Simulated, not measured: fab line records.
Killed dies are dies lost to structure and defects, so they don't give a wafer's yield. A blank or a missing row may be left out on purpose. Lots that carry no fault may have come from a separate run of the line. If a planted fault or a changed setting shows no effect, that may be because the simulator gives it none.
Matching of chambers + flow gf180mcu + GF_STI_CMP_25 on cmp-01: 4 sister chambers
The step polishes, stops on Si3N4, t overpolish 33 s, target thk 524.6 nm. 8 wafers are shown with their chamber, then 10 later ones without.

EACH WAFER AND ITS CHAMBER
| wafer  | chamber | motor current A (A) | time to endpoint s (s) |
|--------|---------|---------------------|------------------------|
| L573.6 | 3       | 10.9                | 126                    |
| L575.2 | 3       | 11.4                | 124                    |
| L575.4 | 1       | 11.1                | 120                    |
| L575.6 | 2       | 12.7                | 130                    |
| L577.2 | 1       | 11.5                | 127                    |
| L577.6 | 0       | 11.1                | 124                    |
| L579.1 | 0       | 10.4                | 127                    |
| L579.3 | 2       | 11.8                | 129                    |

WAFERS MISSING THEIR CHAMBER
| wafer  | motor current A (A) | time to endpoint s (s) |
|--------|---------------------|------------------------|
| L579.6 | 12.4                | 130                    |
| L580.1 | 11.4                | 135                    |
| L580.4 | 11.1                | 133                    |
| L580.5 | 11.9                | 131                    |
| L582.2 | 11.7                | 132                    |
| L582.3 | 10.6                | 127                    |
| L582.5 | 12.6                | 125                    |
| L587.1 | 12.5                | 129                    |
| L587.2 | 11.7                | 133                    |
| L587.4 | 10.7                | 133                    |

THE CHAMBER EACH PASSED THROUGH
| wafer  | from the rows above               | in truth |
|--------|-----------------------------------|----------|
| L579.6 | 2                                 | 2        |
| L580.1 | can't be placed: 2 or 3 or 0 or 1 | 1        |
| L580.4 | can't be placed: 0 or 2 or 3 or 1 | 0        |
| L580.5 | can't be placed: 2 or 3           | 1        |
| L582.2 | can't be placed: 2 or 3 or 0 or 1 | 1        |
| L582.3 | can't be placed: 0 or 3 or 1      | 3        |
| L582.5 | can't be placed: 2 or 1 or 3      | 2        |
| L587.1 | 2                                 | 2        |
| L587.2 | can't be placed: 2 or 3 or 0 or 1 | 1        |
| L587.4 | can't be placed: 0 or 3 or 2 or 1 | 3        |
2 of 10 placed correctly. Cannot be placed on the basis of these rows: 8; the candidates contain the true chamber in 7. Placed wrongly: 0.
How it was worked out, from the rows above alone: a wafer's distance from a chamber is the root of the sum, over the readings, of the square of ((its reading less the chamber's mean) divided by the reading's scatter). The wafer belongs to the nearest chamber; if the next one is less than 2 further off, it can't be placed. Each chamber's mean is taken over the wafers shown for it. The scatter: the root of (the sum of the squares of (reading less its chamber's mean) over the shown wafers, divided by (wafers less chambers)).
